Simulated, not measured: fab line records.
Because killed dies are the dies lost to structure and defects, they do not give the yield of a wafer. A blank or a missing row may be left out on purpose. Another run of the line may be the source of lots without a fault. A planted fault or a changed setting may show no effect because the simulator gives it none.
Which tool is to blame? ; flow gf180mcu ; at 1 step of a route of 602, 14 lots with 42 wafers sampled

## WHAT EACH GAUGE READ, for each wafer
GF_NSD_OVL_MEAS_08.
lot;measured;on;NSD_OVL (nm)
L248;day 13 04:37;overlay-01;3.8 0.9 2.0
L249;day 13 22:52;overlay-02;2.3 2.6 3.0
L251;day 14 05:23;overlay-02;1.8 1.5 1.2
L252;day 14 21:13;overlay-01;0.6 0.1 -2.7
L255;day 15 19:28;overlay-02;0.1 1.3 0.6
L256;day 16 02:46;overlay-02;0.9 1.4 2.9
L258;day 16 19:44;overlay-01;2.2 1.9 2.6
L259;day 17 04:40;overlay-01;3.0 5.1 2.1
L262;day 18 03:51;overlay-01;3.5 1.4 1.4
L263;day 18 10:19;overlay-01;0.1 0.4 3.0
L268;day 20 03:29;overlay-01;-1.3 2.1 -2.1
L269;day 20 13:00;overlay-01;-0.6 -0.7 0.3
L270;day 20 21:04;overlay-02;1.0 -0.4 0.7
L271;day 21 05:26;overlay-01;2.6 1.2 2.5

## TOOL THAT RAN EACH LOT (tool first, then ch and the chambers of the sampled wafers, then the start)
Before these readings, the record contains no process step.

## WHAT THE TOOLS THEMSELVES READ (means of the sampled wafers that have a number; where no wafer has one, the mark that the record gives instead)
The record holds no such reading with a usual standard deviation.

## THE ANSWER, worked out from the rows above alone
Rule: usual is defined by the lots themselves. The widest of any qualifying gaps counts: lots, ordered by their means at a reading, are off when they make up no more than a third of the lots, leave a main group of 4 or more, and stand apart from it by 3 or more times the standard deviation of that group's means. The tables above print the reading to a certain number of digits; a main group whose means all agree to those digits is not used. Also off: a lot with no number at a reading for which 4 or more lots have one. The other lots that the step has rows for count as sound. First the gauges in route order, then the tools' own readings, where a lot's mean is used as printed above. The first step at which some lot is off is used, and at that step the reading that is off furthest; a lot without a number counts as furthest.
No lot is off at any reading shown: from this, nothing can be told.

## WHAT THE SIMULATOR HAD PUT IN
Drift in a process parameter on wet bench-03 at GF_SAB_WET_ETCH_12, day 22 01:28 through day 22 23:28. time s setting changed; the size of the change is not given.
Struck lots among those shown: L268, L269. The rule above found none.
